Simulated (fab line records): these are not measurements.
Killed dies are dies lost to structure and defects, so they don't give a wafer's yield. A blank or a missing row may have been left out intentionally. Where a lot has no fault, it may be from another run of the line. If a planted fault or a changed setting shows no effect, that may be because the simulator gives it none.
Matching of chambers	flow gf180mcu	GF_POLY_GATE_ETCH_13 on rie-si-02: 4 sister chambers
The step etches poly-Si in HBr/Cl2, stops on SiO2, target depth 198.5 nm, time 69.6 s. 4 wafers are shown with their chamber, then 7 later ones without.

WAFERS WITH THEIR CHAMBER
wafer	chamber	drypump-motor-current-A (A)
L704.4	2	6.2
L704.6	0	5.5
L707.3	1	6.0
L707.4	3	5.8

WAFERS MISSING THEIR CHAMBER
wafer	drypump-motor-current-A (A)
L707.5	6.0
L710.2	6.0
L710.4	6.3
L710.6	6.0
L711.1	6.3
L711.4	5.5
L711.6	5.5

WHICH CHAMBER EACH WENT THROUGH
wafer	from the rows above	in truth
L707.5	1	1
L710.2	1	1
L710.4	2	2
L710.6	1	1
L711.1	2	2
L711.4	0	0
L711.6	0	0
Placed correctly: 7 of 7. Left unplaced by these rows: 0. 0 placed wrongly.
How it was worked out, from the rows above alone: a wafer's distance from a chamber is the root of the sum, over the readings, of the square of ((its reading less the chamber's mean) divided by the reading's scatter). If the next closest chamber is less than 2 further off than the closest, the wafer can't be placed; otherwise it belongs to the closest. The mean given for a chamber averages the wafers shown for that chamber. The scatter: with one shown wafer a chamber, the root of the mean of the squares of how far each hidden wafer lies from its nearest shown one.
